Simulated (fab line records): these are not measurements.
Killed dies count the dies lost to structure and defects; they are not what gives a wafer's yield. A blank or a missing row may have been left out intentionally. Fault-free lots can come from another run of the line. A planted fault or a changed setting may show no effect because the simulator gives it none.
Matching of chambers | flow sky130 | cmp-02 running SKY_VIA1_CMP_02: 4 sister chambers
The step polishes SiO2. 8 wafers are shown with their chamber, then 11 later ones without.

== WAFERS, EACH WITH ITS CHAMBER ==
wafer  | chamber | motor_current_A (A) | slurry_flow_ml_min
L080.1 | 1       | 12.5                | 149.0
L080.4 | 2       | 10.7                | 148.9
L081.3 | 2       | 10.2                | 150.5
L081.4 | 1       | 12.6                | 149.6
L091.1 | 0       | 14.9                | 149.6
L091.4 | 3       | 11.9                | 149.6
L091.5 | 0       | 15.7                | 149.6
L092.3 | 3       | 11.6                | 150.5

== WAFERS WITH NO CHAMBER GIVEN ==
wafer  | motor_current_A (A) | slurry_flow_ml_min
L092.4 | 15.1                | 150.5
L092.5 | 10.5                | 150.7
L093.1 | 11.5                | 150.3
L093.2 | 10.8                | 150.3
L093.5 | 11.5                | 150.0
L094.1 | 15.1                | 150.0
L094.5 | 11.0                | 149.7
L094.6 | 12.3                | 150.3
L097.2 | 14.7                | 149.4
L097.4 | 10.6                | 150.6
L097.6 | 15.8                | 149.5

== CHAMBER TAKEN BY EACH ==
wafer  | from the rows above     | in truth
L092.4 | 0                       | 0
L092.5 | 2                       | 2
L093.1 | 3                       | 3
L093.2 | can't be placed: 2 or 3 | 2
L093.5 | 3                       | 3
L094.1 | 0                       | 0
L094.5 | can't be placed: 2 or 3 | 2
L094.6 | can't be placed: 3 or 1 | 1
L097.2 | 0                       | 0
L097.4 | can't be placed: 2 or 3 | 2
L097.6 | 0                       | 0
Correctly placed: 7 of 11. Not placeable from these rows: 4 (in 4, the candidates include the true chamber). Number placed wrongly: 0.
How it was worked out, from the rows above alone: a wafer's distance from a chamber is the root of the sum, over the readings, of the square of ((its reading less the chamber's mean) divided by the reading's scatter). The wafer belongs to the nearest chamber; if the next one is less than 2 further off, it can't be placed. For every chamber, the mean is computed from those of its wafers that are shown. The scatter is the square root of a quotient: the sum, over the shown wafers, of each reading's squared deviation from its chamber's mean, divided by wafers minus chambers.
